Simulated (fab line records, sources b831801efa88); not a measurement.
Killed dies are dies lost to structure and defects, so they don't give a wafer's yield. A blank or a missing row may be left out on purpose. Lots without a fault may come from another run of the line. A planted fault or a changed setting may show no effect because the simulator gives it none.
fab line records | flow sky130
record lots=14 wafers=42 last_day=50
route steps=708 shown METAL2@483 PAD_OPEN@708
lots that met no fault: from a run of the same line without faults
start_h: hours from the record's first day to the start of the lot's first wafer shown | wait_h: hours since the lot's step before | " the same as in the row above | L1.1+2: a row that stands for several wafers | - no value, or no start given | * or withheld: withheld | < > ~ a bound
route shown NAME@n: a module of which the file shows steps, and the number in the route of the first | usual: mean/standard deviation of fault-free wafers | same: alike in all rows | chamber/n: place in a boat | sites: the reading at each site | _std_site: their standard deviation | _edge_site: outer sites' mean less inner sites' | radius_mm: how far each site lies from the wafer's centre | mask NAME#n: copy n | behind: the tool/chamber that last shaped the wafer | hold: why the lot was held/for how many hours/how that ended | device: the transistor (n, p or np) that didn't switch | end of line: the same wafers' tests at the end of the route | a step without rows: its recipe alone | killed: dies lost to structure and defects at the first sort, not the wafer's yield | map: a wafer's dies, x killed, . not, _ none there
set.NAME: the setting as run; set.NAME@STEP: as run at that earlier step | model.NAME: the simulator's own value behind a step, which no gauge read
steps of the route over a sample of lots; a table a step, a row a wafer
services: from which hour (start_h, from the record's first day; less than 0 if before it) a tool's chamber was out of use, for how many hours, and why
## steps
# step SKY_METAL2_SPUTTER_00
# recipe material=Ti target_thk_nm=15 power_w=3000 time_s=10 chamber_pressure_pa=0.4
# usual cathode_dc_power_W=3000.1/0.57 chamber_pressure_pa=0.4000/0.00083 throttle_valve_pct=30.6/1.3
# columns lot.wafer tool chamber start_h wait_h cathode_dc_power_W chamber_pressure_pa throttle_valve_pct
L258.1 pvd_sputter-03 - 789.31 0.2 2999.8 0.3993 29.6
L258.4 " - " " 2999.7 0.3994 32.5
L258.6 " - " " 2999.2 0.4012 30.8
L259.1 pvd_sputter-03 - 799.13 0.1 3001.3 0.4005 31.0
L259.4 " - " " 2999.8 0.3992 29.7
L259.5 " - " " 2999.5 0.4006 28.7
L260.1 pvd_sputter-01 - 809.01 0.1 3000.9 0.4003 30.0
L260.2 " - " " 2999.4 0.4010 28.8
L260.5 " - " " 3000.4 0.4021 30.0
L261.2 pvd_sputter-01 - 812.60 0.1 3000.9 0.3993 28.7
L261.3 " - " " 3000.2 0.4004 30.1
L261.5 " - " " 3000.8 0.3997 29.9
L262.1 pvd_sputter-04 - 833.14 0.2 3000.5 0.3999 31.2
L262.2 " - " " 3000.3 0.4001 30.8
L262.5 " - " " 3000.0 0.4006 32.5
L264.1 pvd_sputter-01 - 835.96 0.1 2999.6 0.3997 28.7
L264.2 " - " " 2999.8 0.4023 28.6
L264.4 " - " " 3000.2 0.3994 30.2
L268.1 pvd_sputter-03 - 870.36 0.2 3000.3 0.4008 32.4
L268.2 " - " " 3000.0 0.3996 29.6
L268.5 " - " " 2907.5 0.4005 28.6
L271.2 pvd_sputter-03 - 898.00 0.1 3000.3 0.3989 30.7
L271.4 " - " " 2907.5 0.4001 28.5
L271.6 " - " " 3000.4 0.3993 32.4
L276.2 pvd_sputter-01 - 934.58 0.2 2999.8 0.4009 28.9
L276.4 " - " " 3000.0 0.4005 30.0
L276.6 " - " " 3001.2 0.4007 28.9
L275.2 pvd_sputter-01 - 938.82 0.1 3000.5 0.3998 28.9
L275.3 " - " " 3000.2 0.3997 30.1
L275.6 " - " " 2999.8 0.3986 28.6
L277.1 pvd_sputter-04 - 945.72 0.2 3000.7 0.3988 32.4
L277.5 " - " " 3000.1 0.3999 30.8
L277.6 " - " " 3000.2 0.3990 31.0
L278.1 pvd_sputter-04 - 948.10 0.1 3000.3 0.3987 30.6
L278.2 " - " " 2999.9 0.3999 31.2
L278.5 " - " " 2999.8 0.3997 30.4
L279.1 pvd_sputter-03 - 952.70 0.1 2999.2 0.4010 29.8
L279.2 " - " " 2999.9 0.3993 30.7
L279.4 " - " " 2999.7 0.4001 32.5
L281.2 pvd_sputter-04 - 962.65 0.1 3000.2 0.4006 31.2
L281.5 " - " " 3000.2 0.3995 32.2
L281.6 " - " " 3000.8 0.3987 32.1
# step SKY_PAD_OPEN_PROBE_99
# usual defect_limited_yield=82.8/1.8 killed_at_M0_to_M3=42/6.4 killed_at_M4_up=3.0/2 killed_at_contacts=24/5.2 killed_at_front_end=14/4.2 killed_at_other=0.4/0.72 killed_dies=84/9 killed_open=46/6.6 killed_short=38/6 sort_bin_3_pad_short=0.9/0.4 sort_bin_5_function=10.1/1.4 sort_bin_6_memory=6.2/1.1 sort_n_pass=408/9 sort_yield_pct=82.8/1.8
# same gross_dies=492 killed_at_back_side=0 sort_bin_4_leakage[%]=0 sort_bin_8_speed[%]=0
# columns lot.wafer tool chamber start_h wait_h defect_limited_yield[%] killed_at_M0_to_M3 killed_at_M4_up killed_at_contacts killed_at_front_end killed_at_other killed_dies killed_open killed_short sort_bin_3_pad_short[%] sort_bin_5_function[%] sort_bin_6_memory[%] sort_n_pass sort_yield_pct[%]
L258.1 prober-01 - 1072.28 0.1 82.1 45 2 25 16 0 88 55 33 0.4 10.8 6.7 404 82.1
L258.4 prober-01 - 1072.43 0.2 84.6 38 3 14 20 1 76 40 36 0.4 8.5 6.5 416 84.6
L258.6 prober-01 - 1072.53 0.2 83.7 35 2 24 19 0 80 41 38 0.6 9.1 6.5 412 83.7
L259.1 prober-02 - 1081.15 0.1 83.7 34 2 28 15 1 80 47 32 0.8 9.6 5.9 412 83.7
L259.4 prober-02 - 1081.30 0.2 87.4 36 2 17 7 0 62 37 25 0.4 5.5 6.7 430 87.4
L259.5 prober-02 - 1081.35 0.2 81.3 44 1 26 21 0 92 54 37 1.0 11.2 6.5 400 81.3
L260.1 prober-01 - 1089.88 0.1 86.6 33 2 16 15 0 66 41 25 0.6 7.3 5.5 426 86.6
L260.2 prober-01 - 1089.93 0.1 85.2 31 2 18 22 0 73 38 35 0.4 8.9 5.5 419 85.2
L260.5 prober-01 - 1090.08 0.2 85.6 38 4 17 12 0 71 37 34 0.2 9.6 4.7 421 85.6
L261.2 prober-02 - 1092.30 0.1 81.3 51 3 24 14 0 92 41 51 1.0 12.0 5.7 400 81.3
L261.3 prober-02 - 1092.35 0.2 81.3 41 0 27 24 0 92 60 32 1.2 10.4 7.1 400 81.3
L261.5 prober-02 - 1092.45 0.2 83.7 46 6 22 6 0 80 38 42 0.2 11.2 4.9 412 83.7
L262.1 prober-01 - 1106.31 0.1 82.7 42 2 20 19 2 85 50 34 1.0 11.8 4.5 407 82.7
L262.2 prober-01 - 1106.36 0.1 85.4 29 1 24 16 2 72 40 31 1.0 7.1 6.5 420 85.4
L262.5 prober-01 - 1106.51 0.2 82.5 42 3 26 15 0 86 49 37 1.4 9.1 6.9 406 82.5
L264.1 prober-01 - 1109.22 0.1 83.1 40 6 24 12 1 83 51 32 0.6 9.8 6.5 409 83.1
L264.2 prober-01 - 1109.27 0.1 82.3 50 4 27 6 0 87 56 31 0.6 10.6 6.5 405 82.3
L264.4 prober-01 - 1109.37 0.2 84.3 40 2 30 5 0 77 41 36 1.0 9.6 5.1 415 84.3
L268.1 prober-01 - 1133.52 0.1 83.9 45 3 23 8 0 79 43 36 1.4 9.6 5.1 413 83.9
L268.2 prober-01 - 1133.57 0.1 82.7 48 3 22 12 0 85 46 39 0.4 10.6 6.3 407 82.7
L268.5 prober-01 - 1133.72 0.2 85.0 33 3 26 12 0 74 31 42 1.2 9.6 4.3 418 85.0
L271.2 prober-02 - 1154.94 0.1 84.1 31 3 34 10 0 78 47 31 0.2 9.8 5.9 414 84.1
L271.4 prober-02 - 1155.04 0.2 84.3 39 2 21 14 1 77 41 36 0.6 8.7 6.3 415 84.3
L271.6 prober-02 - 1155.14 0.2 83.1 39 1 28 15 0 83 45 38 0.2 11.4 5.3 409 83.1
L276.2 prober-01 - 1181.05 0.1 82.5 42 4 22 18 0 86 43 41 0.6 11.0 5.9 406 82.5
L276.4 prober-01 - 1181.15 0.2 79.1 53 3 31 16 0 103 57 43 0.8 12.4 7.7 389 79.1
L276.6 prober-01 - 1181.25 0.2 80.5 50 6 22 17 1 96 50 44 1.4 12.4 5.7 396 80.5
L275.2 prober-02 - 1183.63 0.1 84.3 53 1 12 10 1 77 35 42 0.8 9.1 5.7 415 84.3
L275.3 prober-02 - 1183.68 0.2 85.2 40 2 24 6 1 73 36 37 1.0 8.1 5.7 419 85.2
L275.6 prober-02 - 1183.83 0.2 82.7 38 6 28 12 1 85 45 39 2.0 10.2 5.1 407 82.7
L277.1 prober-01 - 1187.71 0.1 82.5 40 2 22 21 1 86 53 33 0.8 11.2 5.5 406 82.5
L277.5 prober-01 - 1187.91 0.2 83.9 43 2 19 14 1 79 45 34 0.6 9.8 5.7 413 83.9
L277.6 prober-01 - 1187.96 0.2 82.9 40 3 25 15 1 84 38 46 1.0 10.4 5.7 408 82.9
L278.1 prober-02 - 1191.62 0.1 81.9 58 2 16 13 0 89 48 41 1.6 11.4 5.1 403 81.9
L278.2 prober-02 - 1191.67 0.1 82.5 40 4 19 23 0 86 49 36 0.6 11.0 5.9 406 82.5
L278.5 prober-02 - 1191.82 0.2 84.3 39 5 12 20 1 77 37 40 1.2 9.6 4.9 415 84.3
L279.1 prober-01 - 1193.94 0.1 85.4 30 1 25 16 0 72 45 27 0.8 7.5 6.3 420 85.4
L279.2 prober-01 - 1193.99 0.1 83.1 42 1 29 11 0 83 39 44 1.4 9.1 6.3 409 83.1
L279.4 prober-01 - 1194.09 0.2 81.3 46 1 28 17 0 92 55 37 0.6 12.6 5.5 400 81.3
L281.2 prober-01 - 1200.24 0.1 82.9 42 1 25 14 2 84 43 39 0.4 9.3 7.3 408 82.9
L281.5 prober-01 - 1200.39 0.2 82.9 39 1 23 17 4 84 41 39 0.8 10.0 6.3 408 82.9
L281.6 prober-01 - 1200.44 0.2 81.5 49 3 25 10 4 91 48 40 0.6 12.0 5.9 401 81.5
# killed by level:class
L258.1 LI_CONTACT:geometric_particle:open=10 VIA1:geometric_particle:open=10 VIA3:geometric_particle:open=9 CONTACT:geometric_particle:open=7 METAL1:geometric_particle:short=6 FIELD_ISO:geometric_particle:open=4 FIELD_ISO:geometric_particle:short=4 CONTACT:geometric_particle:short=4
L258.4 METAL1:geometric_particle:short=10 VIA1:geometric_particle:open=9 POLY_GATE:geometric_particle:open=5 LI_CONTACT:geometric_particle:open=5 VIA2:geometric_particle:open=5 FIELD_ISO:geometric_particle:open=4 FIELD_ISO:geometric_particle:short=3 POLY_GATE:geometric_particle:short=3
L258.6 VIA1:geometric_particle:open=8 CONTACT:geometric_particle:open=8 LOCAL_INTERCONNECT:geometric_particle:short=6 VIA1:geometric_particle:short=6 VIA3:geometric_particle:open=6 FIELD_ISO:geometric_particle:open=5 POLY_GATE:geometric_particle:short=5 FIELD_ISO:geometric_particle:short=4
L259.1 CONTACT:geometric_particle:open=11 LI_CONTACT:geometric_particle:open=8 VIA1:geometric_particle:open=8 METAL2:geometric_particle:short=6 VIA3:geometric_particle:open=6 LI_CONTACT:geometric_particle:short=5 POLY_GATE:geometric_particle:short=4 VIA3:geometric_particle:short=4
L259.4 VIA1:geometric_particle:open=11 CONTACT:geometric_particle:open=8 VIA3:geometric_particle:open=8 VIA1:geometric_particle:short=5 POLY_GATE:geometric_particle:open=3 LI_CONTACT:geometric_particle:short=3 CONTACT:geometric_particle:short=3 VIA3:geometric_particle:short=3
L259.5 VIA1:geometric_particle:open=17 LI_CONTACT:geometric_particle:open=10 CONTACT:geometric_particle:open=8 VIA1:geometric_particle:short=7 FIELD_ISO:geometric_particle:short=6 VIA3:geometric_particle:open=6 METAL2:geometric_particle:short=5 FIELD_ISO:geometric_particle:open=4
L260.1 VIA1:geometric_particle:open=9 VIA2:geometric_particle:open=8 FIELD_ISO:geometric_particle:open=5 FIELD_ISO:geometric_particle:short=5 METAL1:geometric_particle:short=4 LI_CONTACT:geometric_particle:open=4 LOCAL_INTERCONNECT:geometric_particle:short=4 CONTACT:geometric_particle:open=4
L260.2 VIA1:geometric_particle:open=7 CONTACT:geometric_particle:open=6 VIA3:geometric_particle:open=5 POLY_GATE:geometric_particle:open=5 POLY_GATE:geometric_particle:short=5 METAL2:geometric_particle:short=5 FIELD_ISO:geometric_particle:open=4 LI_CONTACT:geometric_particle:open=4
L260.5 VIA1:geometric_particle:open=7 METAL2:geometric_particle:short=6 CONTACT:geometric_particle:open=6 LI_CONTACT:geometric_particle:open=5 VIA2:geometric_particle:short=5 VIA3:geometric_particle:open=4 CONTACT:geometric_particle:short=4 POLY_GATE:geometric_particle:short=3
L261.2 VIA1:geometric_particle:open=8 LI_CONTACT:geometric_particle:open=7 CONTACT:geometric_particle:open=7 VIA1:geometric_particle:short=7 VIA3:geometric_particle:open=7 METAL2:geometric_particle:short=6 LOCAL_INTERCONNECT:geometric_particle:short=5 METAL1:geometric_particle:short=5
L261.3 POLY_GATE:geometric_particle:open=11 VIA1:geometric_particle:open=11 LI_CONTACT:geometric_particle:open=8 CONTACT:geometric_particle:open=8 METAL2:geometric_particle:short=7 FIELD_ISO:geometric_particle:short=6 METAL2:geometric_particle:open=6 VIA2:geometric_particle:open=6
L261.5 CONTACT:geometric_particle:open=10 METAL1:geometric_particle:short=8 VIA3:geometric_particle:open=8 VIA1:geometric_particle:open=6 METAL2:geometric_particle:short=6 LOCAL_INTERCONNECT:geometric_particle:short=5 VIA2:geometric_particle:short=5 VIA2:geometric_particle:open=5
L262.1 LI_CONTACT:geometric_particle:open=10 VIA3:geometric_particle:open=9 VIA3:geometric_particle:short=8 POLY_GATE:geometric_particle:short=7 CONTACT:geometric_particle:open=7 VIA1:geometric_particle:open=6 VIA2:geometric_particle:open=6 POLY_GATE:geometric_particle:open=5
L262.2 LI_CONTACT:geometric_particle:open=10 VIA1:geometric_particle:open=7 CONTACT:geometric_particle:open=6 POLY_GATE:geometric_particle:short=4 LOCAL_INTERCONNECT:geometric_particle:short=4 VIA1:geometric_particle:short=4 FIELD_ISO:geometric_particle:short=3 POLY_GATE:geometric_particle:open=3
L262.5 VIA1:geometric_particle:open=10 VIA3:geometric_particle:open=9 LI_CONTACT:geometric_particle:open=7 METAL2:geometric_particle:short=7 VIA2:geometric_particle:open=7 CONTACT:geometric_particle:open=6 FIELD_ISO:geometric_particle:short=5 LI_CONTACT:geometric_particle:short=5
L264.1 VIA3:geometric_particle:open=11 VIA1:geometric_particle:open=8 LOCAL_INTERCONNECT:geometric_particle:short=7 VIA2:geometric_particle:open=7 FIELD_ISO:geometric_particle:open=6 CONTACT:geometric_particle:open=6 LI_CONTACT:geometric_particle:open=6 METAL1:geometric_particle:short=5
L264.2 VIA1:geometric_particle:open=15 CONTACT:geometric_particle:open=13 METAL1:geometric_particle:short=6 LI_CONTACT:geometric_particle:open=6 VIA1:geometric_particle:short=6 VIA2:geometric_particle:open=5 METAL2:geometric_particle:open=4 LOCAL_INTERCONNECT:geometric_particle:short=4
L264.4 CONTACT:geometric_particle:open=10 VIA2:geometric_particle:open=7 LI_CONTACT:geometric_particle:open=7 METAL1:geometric_particle:short=6 CONTACT:geometric_particle:short=5 VIA1:geometric_particle:short=5 VIA3:geometric_particle:open=5 LOCAL_INTERCONNECT:geometric_particle:short=4
L268.1 METAL2:geometric_particle:short=10 VIA2:geometric_particle:open=9 VIA3:geometric_particle:open=8 CONTACT:geometric_particle:open=7 LI_CONTACT:geometric_particle:short=6 LI_CONTACT:geometric_particle:open=5 VIA1:geometric_particle:open=5 VIA2:geometric_particle:short=4
L268.2 VIA1:geometric_particle:open=13 CONTACT:geometric_particle:open=8 LI_CONTACT:geometric_particle:open=7 METAL1:geometric_particle:short=7 VIA3:geometric_particle:open=6 VIA2:geometric_particle:open=5 LOCAL_INTERCONNECT:geometric_particle:short=4 VIA1:geometric_particle:short=4
L268.5 CONTACT:geometric_particle:open=7 LOCAL_INTERCONNECT:geometric_particle:short=6 METAL1:geometric_particle:short=6 LI_CONTACT:geometric_particle:open=5 VIA1:geometric_particle:open=5 METAL2:geometric_particle:short=5 VIA2:geometric_particle:open=4 METAL3:geometric_particle:short=4
L271.2 CONTACT:geometric_particle:open=14 VIA1:geometric_particle:open=10 CONTACT:geometric_particle:short=6 VIA3:geometric_particle:open=6 LI_CONTACT:geometric_particle:open=5 LI_CONTACT:geometric_particle:short=4 LOCAL_INTERCONNECT:geometric_particle:short=4 METAL1:geometric_particle:short=4
L271.4 VIA2:geometric_particle:open=9 VIA1:geometric_particle:open=8 CONTACT:geometric_particle:open=7 VIA3:geometric_particle:open=6 FIELD_ISO:geometric_particle:short=5 POLY_GATE:geometric_particle:open=5 VIA3:geometric_particle:short=5 LI_CONTACT:geometric_particle:open=4
L271.6 VIA1:geometric_particle:open=15 CONTACT:geometric_particle:open=11 VIA3:geometric_particle:open=8 FIELD_ISO:geometric_particle:short=6 LOCAL_INTERCONNECT:geometric_particle:short=6 VIA1:geometric_particle:short=6 CONTACT:geometric_particle:short=5 POLY_GATE:geometric_particle:short=4
L276.2 VIA1:geometric_particle:open=11 VIA1:geometric_particle:short=8 CONTACT:geometric_particle:short=7 CONTACT:geometric_particle:open=7 VIA3:geometric_particle:open=7 FIELD_ISO:geometric_particle:short=5 POLY_GATE:geometric_particle:open=5 VIA3:geometric_particle:short=5
L276.4 CONTACT:geometric_particle:open=12 VIA1:geometric_particle:open=11 METAL2:geometric_particle:short=9 LI_CONTACT:geometric_particle:open=7 VIA2:geometric_particle:open=7 VIA3:geometric_particle:open=7 POLY_GATE:geometric_particle:short=5 LOCAL_INTERCONNECT:geometric_particle:short=5
L276.6 VIA1:geometric_particle:open=15 CONTACT:geometric_particle:open=10 VIA2:geometric_particle:open=8 FIELD_ISO:geometric_particle:short=7 METAL2:geometric_particle:short=7 VIA3:geometric_particle:open=7 METAL4:geometric_particle:short=5 VIA1:geometric_particle:short=5
L275.2 VIA1:geometric_particle:open=17 VIA1:geometric_particle:short=9 METAL2:geometric_particle:short=8 CONTACT:geometric_particle:short=5 METAL1:geometric_particle:short=4 CONTACT:geometric_particle:open=4 VIA2:geometric_particle:open=4 METAL3:geometric_particle:short=3
L275.3 METAL1:geometric_particle:short=10 LI_CONTACT:geometric_particle:open=8 CONTACT:geometric_particle:short=6 VIA1:geometric_particle:open=6 VIA3:geometric_particle:open=6 CONTACT:geometric_particle:open=5 METAL2:geometric_particle:short=5 VIA2:geometric_particle:short=4
L275.6 CONTACT:geometric_particle:open=9 LI_CONTACT:geometric_particle:open=6 CONTACT:geometric_particle:short=6 METAL2:geometric_particle:short=6 VIA3:geometric_particle:open=6 METAL1:geometric_particle:short=5 VIA1:geometric_particle:open=5 VIA2:geometric_particle:open=5
L277.1 VIA1:geometric_particle:open=10 CONTACT:geometric_particle:open=10 VIA2:geometric_particle:open=9 FIELD_ISO:geometric_particle:open=6 CONTACT:geometric_particle:short=5 METAL1:geometric_particle:short=5 VIA1:geometric_particle:short=5 VIA3:geometric_particle:open=4
L277.5 VIA1:geometric_particle:open=10 CONTACT:geometric_particle:open=9 METAL2:geometric_particle:short=7 VIA2:geometric_particle:open=6 POLY_GATE:geometric_particle:short=5 LI_CONTACT:geometric_particle:open=5 VIA3:geometric_particle:short=4 FIELD_ISO:geometric_particle:short=3
L277.6 VIA1:geometric_particle:open=10 LOCAL_INTERCONNECT:geometric_particle:short=9 METAL1:geometric_particle:short=8 VIA1:geometric_particle:short=6 POLY_GATE:geometric_particle:open=5 FIELD_ISO:geometric_particle:open=4 LI_CONTACT:geometric_particle:open=4 CONTACT:geometric_particle:short=4
L278.1 VIA1:geometric_particle:open=16 METAL2:geometric_particle:short=12 VIA3:geometric_particle:open=7 CONTACT:geometric_particle:open=5 VIA1:geometric_particle:short=5 FIELD_ISO:geometric_particle:short=4 FIELD_ISO:geometric_particle:open=4 LI_CONTACT:geometric_particle:open=4
L278.2 FIELD_ISO:geometric_particle:open=8 VIA1:geometric_particle:open=8 LI_CONTACT:geometric_particle:open=7 VIA1:geometric_particle:short=6 CONTACT:geometric_particle:open=5 METAL2:geometric_particle:short=5 FIELD_ISO:geometric_particle:short=4 VIA2:geometric_particle:open=4
L278.5 METAL2:geometric_particle:short=9 VIA1:geometric_particle:open=8 FIELD_ISO:geometric_particle:short=7 POLY_GATE:geometric_particle:open=5 FIELD_ISO:geometric_particle:open=4 POLY_GATE:geometric_particle:short=4 CONTACT:geometric_particle:open=4 VIA1:geometric_particle:short=4
L279.1 LI_CONTACT:geometric_particle:open=8 CONTACT:geometric_particle:open=8 VIA1:geometric_particle:open=7 VIA2:geometric_particle:open=7 VIA3:geometric_particle:open=5 FIELD_ISO:geometric_particle:short=4 FIELD_ISO:geometric_particle:open=4 LI_CONTACT:geometric_particle:short=3
L279.2 VIA1:geometric_particle:open=11 CONTACT:geometric_particle:short=9 CONTACT:geometric_particle:open=8 METAL1:geometric_particle:short=7 LI_CONTACT:geometric_particle:open=6 METAL2:geometric_particle:short=6 VIA1:geometric_particle:short=5 POLY_GATE:geometric_particle:short=4
L279.4 CONTACT:geometric_particle:open=14 LI_CONTACT:geometric_particle:open=10 VIA1:geometric_particle:open=9 VIA1:geometric_particle:short=7 METAL1:geometric_particle:short=6 METAL2:geometric_particle:short=5 VIA2:geometric_particle:open=5 VIA3:geometric_particle:open=5
L281.2 VIA1:geometric_particle:open=15 CONTACT:geometric_particle:open=11 METAL2:geometric_particle:short=7 CONTACT:geometric_particle:short=7 POLY_GATE:geometric_particle:short=5 METAL1:geometric_particle:short=5 LI_CONTACT:geometric_particle:open=5 VIA3:geometric_particle:open=5
L281.5 VIA1:geometric_particle:open=11 POLY_GATE:geometric_particle:open=8 CONTACT:geometric_particle:open=8 CONTACT:geometric_particle:short=8 FIELD_ISO:geometric_particle:short=5 METAL3:geometric_particle:short=5 VIA1:geometric_particle:short=4 VIA2:geometric_particle:open=4
L281.6 CONTACT:geometric_particle:short=11 VIA2:geometric_particle:open=9 VIA3:geometric_particle:open=9 LI_CONTACT:geometric_particle:open=8 VIA1:geometric_particle:open=8 METAL2:geometric_particle:short=5 VIA1:geometric_particle:short=5 METAL3:geometric_particle:short=5
## services
# columns tool chamber start_h hours kind
pvd_sputter-03 - 769.92 4.7 repair
pvd_sputter-01 - 821.99 3.1 repair
pvd_sputter-01 - 843.82 2.5 repair
pvd_sputter-03 - 901.97 4.1 repair
## key
first_sign step=SKY_METAL2_SPUTTER_00 reading=cathode_dc_power_W direction=down sigmas=99+ usual=3000.1 struck=2907.5
effect none on later readings
met_at SKY_METAL2_SPUTTER_00
struck_lots L268,L271
struck_wafers L268.5,L271.4
onset_between 799.13 870.36
fault kind=process_parameter_drift tool=pvd_sputter-03 chamber=- onset_h=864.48 steps=SKY_METAL2_SPUTTER_00 channel=power_w offset=* shape=step end_h=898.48 acts_in=* stated=* scope=struck_wafers_only
